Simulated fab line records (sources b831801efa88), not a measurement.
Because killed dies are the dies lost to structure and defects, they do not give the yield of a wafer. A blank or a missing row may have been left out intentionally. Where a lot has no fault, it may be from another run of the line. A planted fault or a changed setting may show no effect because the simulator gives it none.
Struck lot and sound lot, side by side + flow sky130 + 30 out of 708 route steps
Sound: these wafers, L133.1, L133.5, L133.6. Struck: wafers L138.2, L138.5, L138.6. The cause is named last.
For every step that has rows: the tool of each side, followed by ch and its chambers, followed by its first start. Under that, the readings that differ: sound wafers + struck wafers + difference of the means + sigmas: that difference in standard deviations of wafers without a fault.
alike: a reading whose means differ by less than 2 such deviations, as well as words and numbers matching on both sides. not compared: withheld readings; readings where some wafer has no value; bounds like >300 that might hide an equal value; numbers whose values overlap and for which the record gives no deviation.
A row with sigmas, a row that says differs or no value, or rows on one side alone: a step with any of these is where the two part. Numbers that don't overlap but have no deviation are shown without sigmas and don't part them. A reading missing from all wafers of one side parts the sides only when that side holds two or more wafers.

first, 5 steps without rows for these wafers: SKY_SONOS_ONO_COAT_08 (resist thk 1140 nm); SKY_SONOS_ONO_SOFTBAKE_09 (time 60 s); SKY_SONOS_ONO_EXPOSE_10 (exposes mask ONOM, target cd 410 nm); SKY_SONOS_ONO_PEB_11; SKY_SONOS_ONO_DEVELOP_12 (develop time 60 s).
SKY_SONOS_ONO_CD_MEAS_13: target cd 410 nm.
  sound on cdSem-01 at day 12 18:22; struck on cdSem-02 at day 14 23:56
  alike: cdNm
SKY_SONOS_ONO_OVL_MEAS_14:
  sound on overlay-02 at day 12 18:29; struck on overlay-01 at day 15 00:02
  alike: SONOS_ONO_OVL
SKY_SONOS_ONO_ETCH_15: etches the open film in CHF3/O2, target depth 19.52 nm, time 7.8 s.
  sound on rieDiel-03 ch 1,2, day 12 18:31; struck on rieDiel-02 ch 2,3, day 15 00:04
  alike: drypumpMotorCurrentA, oesProductAu, throttleValvePct
  not compared: rfHoursCounterH
then, 1 step without rows for these wafers: SKY_SONOS_ONO_WET_ETCH_16 (etches SiO2 in dHF, target depth 14 nm, time 280 s).
SKY_SONOS_ONO_STRIP_17: strips in O2/N2.
  sound on plasmaAsher-03 ch 0,1, day 12 18:37; struck on plasmaAsher-03 ch 0,1, day 15 00:11
  alike: drypumpMotorCurrentA, oesProductAu, stripTimeToEndpointS
  not compared: rfHoursCounterH
then, 2 steps without rows for these wafers: SKY_SONOS_ONO_WET_ETCH_18 (etches Si3N4 in H3PO4, target depth 15 nm, time 172 s); SKY_GATE_OXIDE_CLEAN_00 (cleans in SC1/SC2, time 150 s).
SKY_GATE_OXIDE_OXIDATION_01: stabilise 600 s, purge 300 s, target thk 10.268 nm.
  sound on furnace-01 ch 0, day 12 20:19; struck on furnace-02 ch 0, day 15 01:14
| reading                                          | sound             | struck            | difference | sigmas |
|--------------------------------------------------|-------------------|-------------------|------------|--------|
| spikeTcBottomC (C)                               | 917.1 916.7 916.5 | 923.4 920.8 922.2 | +5.4       | +2     |
| spikeTcCentreC (C)                               | 898.6 900.2 899.3 | 922.6 922.8 924.4 | +23.9      | +24    |
| spikeTcUpperC (C)                                | 902.2 900.4 900.3 | 896.5 896.8 896.6 | -4.3       | -4     |
| zonePowerCentrePct (%)                           | 15.54 15.52 15.72 | 23.40 23.59 22.97 | +7.73      | +43    |
| zonePowerLowerPct (%)                            | 18.2 18.2 18.4    | 15.1 15.5 15.2    | -3.0       | -3     |
| zonePowerUpperPct (%)                            | 17.2 17.3 17.3    | 13.8 13.7 13.9    | -3.5       | -7     |
| model.SiO2_of_GATE_OXIDE_OXIDATION_01.thkNm (nm) | 10.27 10.34 10.47 | 11.46 11.47 11.33 | +1.06      |        |
  alike: zonePowerTopPct
SKY_GATE_OXIDE_THK_MEAS_02:
  sound on filmMetro-02 at day 12 21:43; struck on filmMetro-01 at day 15 02:39
| reading                          | sound             | struck            | difference | sigmas |
|----------------------------------|-------------------|-------------------|------------|--------|
| GATE_OXIDE_OXIDATION_00_THK (nm) | 10.25 10.33 10.43 | 11.50 11.47 11.31 | +1.09      | +5     |
then, 7 steps without rows for these wafers: SKY_GATE_OXIDE_DEHYDRATE_03 (time 60 s); SKY_GATE_OXIDE_HMDS_04 (prime time 60 s); SKY_GATE_OXIDE_COAT_05 (resist thk 1140 nm); SKY_GATE_OXIDE_SOFTBAKE_06 (time 60 s); SKY_GATE_OXIDE_EXPOSE_07 (exposes mask LVOM, target cd 600 nm); SKY_GATE_OXIDE_PEB_08; SKY_GATE_OXIDE_DEVELOP_09 (develop time 60 s).
SKY_GATE_OXIDE_OVL_MEAS_10:
  sound on overlay-01 at day 13 21:40; struck on overlay-02 at day 16 06:25
  alike: GATE_OXIDE_OVL
then, 2 steps without rows for these wafers: SKY_GATE_OXIDE_IMPLANT_11; SKY_GATE_OXIDE_WET_ETCH_12 (etches SiO2 in dHF, target depth 16.8 nm, time 336 s).
SKY_GATE_OXIDE_STRIP_13: strips in O2/N2.
  sound on plasmaAsher-02 ch 0,1, day 13 21:58; struck on plasmaAsher-02 ch 0,1, day 16 06:41
  alike: drypumpMotorCurrentA, oesProductAu, stripTimeToEndpointS
  not compared: rfHoursCounterH
SKY_GATE_OXIDE_TW_MEAS_14:
  sound on filmMetro-01 at day 13 22:04; struck on filmMetro-03 at day 16 06:48
  alike: GATE_OXIDE_TW
then, 1 step without rows for these wafers: SKY_GATE_OXIDE_CLEAN_15 (cleans in SC1/SC2, time 150 s).
SKY_GATE_OXIDE_OXIDATION_16: stabilise 600 s, purge 300 s, target thk 3.57 nm.
  sound on furnace-01 ch 0, day 13 22:10; struck on furnace-01 ch 0, day 16 06:58
| reading                                          | sound             | struck            | difference | sigmas |
|--------------------------------------------------|-------------------|-------------------|------------|--------|
| zonePowerTopPct (%)                              | 26.98 27.47 27.53 | 28.13 27.87 27.90 | +0.64      | +2     |
| model.SiO2_of_GATE_OXIDE_OXIDATION_01.thkNm (nm) | 11.56 11.61 11.74 | 12.78 12.77 12.66 | +1.10      |        |
  alike: spikeTcBottomC, spikeTcCentreC, spikeTcUpperC, zonePowerCentrePct, zonePowerLowerPct, zonePowerUpperPct
then, 1 step without rows for these wafers: SKY_POLY_GATE_CVD_00 (deposits poly-Si, target thk 180 nm, time 720 s).
-- a jump in the record: the struck wafers' starts before and after are 31 days apart (it breaks off in module POLY_GATE and resumes in module PAD_OPEN, where the first step shown is number 708 of the route) --
SKY_PAD_OPEN_PROBE_99:
  sound on prober-01 at day 45 15:46; struck on prober-02 at day 47 09:59
| reading                             | sound                        | struck                        | difference | sigmas |
|-------------------------------------|------------------------------|-------------------------------|------------|--------|
| model.etest.nfet_16v.rOnOhmUm       | 1.411e+04 1.399e+04 1.41e+04 | 1.456e+04 1.465e+04 1.451e+04 | +5.067e+02 |        |
| model.etest.tipSonos.rsOhmSq        | 2653 2655 2708               | 2993 3042 2984                | +334       |        |
| model.etest.pfetG5v0d10v5.rOnOhmUm  | 4834 4878 4824               | 4963 4961 5000                | +129       |        |
| model.etest.nfetG5v0d10v5.rOnOhmUm  | 1898 1907 1892               | 1951 1963 1934                | +50        |        |
| model.etest.nfetG5v0d10v5.driveUaUm | 604.5 603.9 597              | 555.4 557.4 563.1             | -43.2      |        |
| model.etest.nfet_05v0_nvt.driveUaUm | 572 573.3 567                | 533.3 527.4 538.2             | -37.8      |        |
| model.etest.pfetG5v0d10v5.driveUaUm | 332.9 329.8 337.4            | 317.7 318.6 318               | -15.3      |        |
| model.etest.nfet_16v.driveUaUm      | 221 220.2 218.8              | 205.5 203.6 205.2             | -15.2      |        |
  alike: killed_at_M0_to_M3, killed_at_M4_up, killedAtContacts, killedAtFrontEnd, killedAtOther, killedDies, killedOpen, killedShort

## WHERE THEY PART
First at SKY_GATE_OXIDE_OXIDATION_01; last, within this record, at SKY_GATE_OXIDE_OXIDATION_16. Later steps at which nothing parts them and some readings are alike: SKY_PAD_OPEN_PROBE_99.

WHY: the cause the simulator had injected
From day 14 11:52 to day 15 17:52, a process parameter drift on furnace-02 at SKY_GATE_OXIDE_OXIDATION_01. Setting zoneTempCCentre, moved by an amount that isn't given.
